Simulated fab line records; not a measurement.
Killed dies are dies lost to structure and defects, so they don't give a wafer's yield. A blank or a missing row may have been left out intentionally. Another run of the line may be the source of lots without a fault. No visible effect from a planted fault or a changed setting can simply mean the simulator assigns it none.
A struck lot beside a sound one	flow sky130	24 steps out of a route of 708
Sound: the wafers L642.2, L642.5, L642.6. The struck wafers were L651.1, L651.2, L651.6. The cause is given at the end.
Per side, at each step with rows, come the tool, then ch with its chambers, and then its first start. Under that, the readings that differ: sound wafers	struck wafers	difference of the means	sigmas: that difference in standard deviations of wafers without a fault.
alike: words and numbers the same on both sides, and readings whose means are apart by under 2 such deviations; not compared: readings that were withheld, readings missing a value for some wafer, numbers with overlapping values and no deviation given by the record, and bounds like >300 which may hide the same value.
The two part at a step that has a row with sigmas, a row that says differs or no value, or rows on one side only. Non-overlapping numbers with no deviation appear without sigmas and do not part them. Lack of a reading on every wafer of one side parts them only where that side has two or more wafers.

SKY_CONTACT_THK_MEAS_26: measures by xrf.
  struck on film metro-03, day 35 12:35; sound on film metro-03, day 32 15:11
  alike: CONTACT_W_THK
SKY_CONTACT_CMP_27: polishes, stops on SiO2, t overpolish 15 s, target thk 0 nm.
  sound on cmp-01 ch 0,3, day 32 15:17; struck on cmp-02 ch 0,1,2, day 35 12:45
  alike: head pressure psi, motor current A, overpolish run s, time to endpoint s
then, 1 step without rows for these wafers: SKY_METAL1_SPUTTER_00 (material Ti, target thk 15 nm, time 10 s).
SKY_METAL1_SPUTTER_01: material TiN, target thk 20 nm, time 16.7 s.
  struck on pvd sputter-03, day 35 12:58; sound on pvd sputter-02, day 32 15:34
  alike: throttle valve pct
then, 1 step without rows for these wafers: SKY_METAL1_SPUTTER_02 (material AlCu, target thk 250 nm, time 13.3 s).
SKY_METAL1_SPUTTER_03: material Ti, target thk 5 nm, time 3.3 s.
  struck on pvd sputter-03, day 35 13:01; sound on pvd sputter-02, day 32 15:37
  alike: throttle valve pct
then, 1 step without rows for these wafers: SKY_METAL1_SPUTTER_04 (material TiN, target thk 70 nm, time 58.3 s).
SKY_METAL1_RS_MEAS_05: measurement is done with a four-point probe.
  struck on film metro-03, day 35 13:05; sound on film metro-02, day 32 15:42
  alike: METAL1_ALCU_RS
SKY_METAL1_THK_MEAS_06: measures by xrf.
  struck on film metro-03, day 35 13:13; sound on film metro-02, day 32 15:49
reading	sound	struck	difference	sigmas
METAL1_ALCU_THK (nm)	244.8 248.6 243.1	251.5 252.6 251.0	+6.2	+2
then, 3 steps without rows for these wafers: SKY_METAL1_DEHYDRATE_07 (time 60 s); SKY_METAL1_HMDS_08 (prime time 60 s); SKY_METAL1_COAT_09 (resist thk 60 nm).
SKY_METAL1_COAT_10: resist thk 450 nm.
  sound on litho track-02 ch 0, day 33 04:00; struck on litho track-01 ch 0, day 36 01:00
reading	sound	struck	difference	sigmas
model.KrF-thick_of_METAL1_COAT_10.thk nm (nm)	447.7 448.8 449.1	439.5 440.4 440.6	-8.4	
SKY_METAL1_SOFTBAKE_11: time 94.48 s.
  sound: litho track-02 ch 0; struck: litho track-01 ch 0
  alike: plate sensor t centre C, plate sensor t edge C
then, 3 steps without rows for these wafers: SKY_METAL1_EXPOSE_12 (exposes mask MM1, target cd 140 nm); SKY_METAL1_PEB_13; SKY_METAL1_DEVELOP_14 (develop time 60 s).
SKY_METAL1_CD_MEAS_15: target cd 140 nm.
  struck on cd sem-01, day 36 14:42; sound on cd sem-01, day 33 18:49
  alike: cd nm
SKY_METAL1_OVL_MEAS_16:
  struck on overlay-02, day 36 14:49; sound on overlay-01, day 33 18:55
reading	sound	struck	difference	sigmas
METAL1_OVL (nm)	-13 -8 -9	5 -5 3	+11	+2
then, 1 step without rows for these wafers: SKY_METAL1_DESCUM_17 (chemistry O2, time 8 s).
SKY_METAL1_ETCH_18: etches BARC in N2/H2, stops on SiO2, time 45.9 s, target depth 60 nm.
  sound on rie metal-04 ch 0,1, day 33 18:59; struck on rie metal-04 ch 0,1, day 36 14:53
  alike: drypump motor current A, oes product au, throttle valve pct
  not compared: rf hours counter h
SKY_METAL1_METAL_ETCH_19: etches the open film in Cl2/BCl3, stops on SiO2, target depth 360 nm, time 78 s.
  sound on rie metal-04 ch 0,1, day 33 19:03; struck on rie metal-04 ch 0,1, day 36 14:57
reading	sound	struck	difference	sigmas
model.KrF-thick_of_METAL1_COAT_10.thk nm (nm)	155.5 156.2 158.1	150.4 151.6 150.8	-5.7	
  alike: drypump motor current A, oes product au, throttle valve pct
  not compared: rf hours counter h
then, 1 step without rows for these wafers: SKY_METAL1_STRIP_20 (strips in O2/N2).
SKY_PAD_OPEN_PROBE_99:
  rows exist in the record for the sound wafers here (prober-01, day 46 10:50), none for the struck ones

WHERE THEY PART
Last at SKY_PAD_OPEN_PROBE_99 as far as this record goes, first at SKY_METAL1_THK_MEAS_06.

WHY: what had been put in by the simulator
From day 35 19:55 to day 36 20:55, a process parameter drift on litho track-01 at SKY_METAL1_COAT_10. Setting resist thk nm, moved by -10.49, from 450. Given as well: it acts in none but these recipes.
